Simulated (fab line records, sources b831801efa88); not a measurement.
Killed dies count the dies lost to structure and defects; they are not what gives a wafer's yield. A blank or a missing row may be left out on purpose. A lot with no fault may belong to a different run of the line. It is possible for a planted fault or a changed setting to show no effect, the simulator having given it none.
Matching of chambers + flow sky130 + rie_diel-03 running SKY_VIA1_ETCH_14: 4 sister chambers
The step etches BARC in N2/H2, stops on SiO2, time 45.9 s, target depth 60 nm. 4 wafers are shown with their chamber, then 7 later ones without.

== WAFERS WITH THEIR CHAMBER ==
| wafer  | chamber | oes_product_au (a.u.) |
|--------|---------|-----------------------|
| L088.1 | 1       | 0.857                 |
| L088.4 | 2       | 0.854                 |
| L088.6 | 0       | 0.847                 |
| L089.5 | 3       | 0.863                 |

== WAFERS WHOSE CHAMBER IS MISSING ==
| wafer  | oes_product_au (a.u.) |
|--------|-----------------------|
| L089.6 | 0.855                 |
| L093.2 | 0.849                 |
| L093.5 | 0.849                 |
| L093.6 | 0.852                 |
| L096.2 | 0.847                 |
| L096.5 | 0.853                 |
| L096.6 | 0.852                 |

== WHICH CHAMBER EACH ONE RAN IN ==
| wafer  | from the rows above          | in truth                   |
|--------|------------------------------|----------------------------|
| L089.6 | can't be placed: 2 or 1      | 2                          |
| L093.2 | can't be placed: 0 or 2      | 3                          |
| L093.5 | can't be placed: 0 or 2      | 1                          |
| L093.6 | can't be placed: 2 or 0 or 1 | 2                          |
| L096.2 | 0                            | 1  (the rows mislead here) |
| L096.5 | can't be placed: 2 or 1      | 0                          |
| L096.6 | can't be placed: 2 or 0 or 1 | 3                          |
Placed correctly: 0 of 7. Can't be placed from these rows: 6 (the true chamber is among the candidates in 2). Placed wrongly: 1.
How it was worked out, from the rows above alone: a wafer's distance from a chamber is the root of the sum, over the readings, of the square of ((its reading less the chamber's mean) divided by the reading's scatter). If the next closest chamber is less than 2 further off than the closest, the wafer can't be placed; otherwise it belongs to the closest. A chamber's mean is the mean of its shown wafers. The scatter (one wafer shown for each chamber): square how far every hidden wafer sits from the nearest shown wafer, average those squares and take the square root.
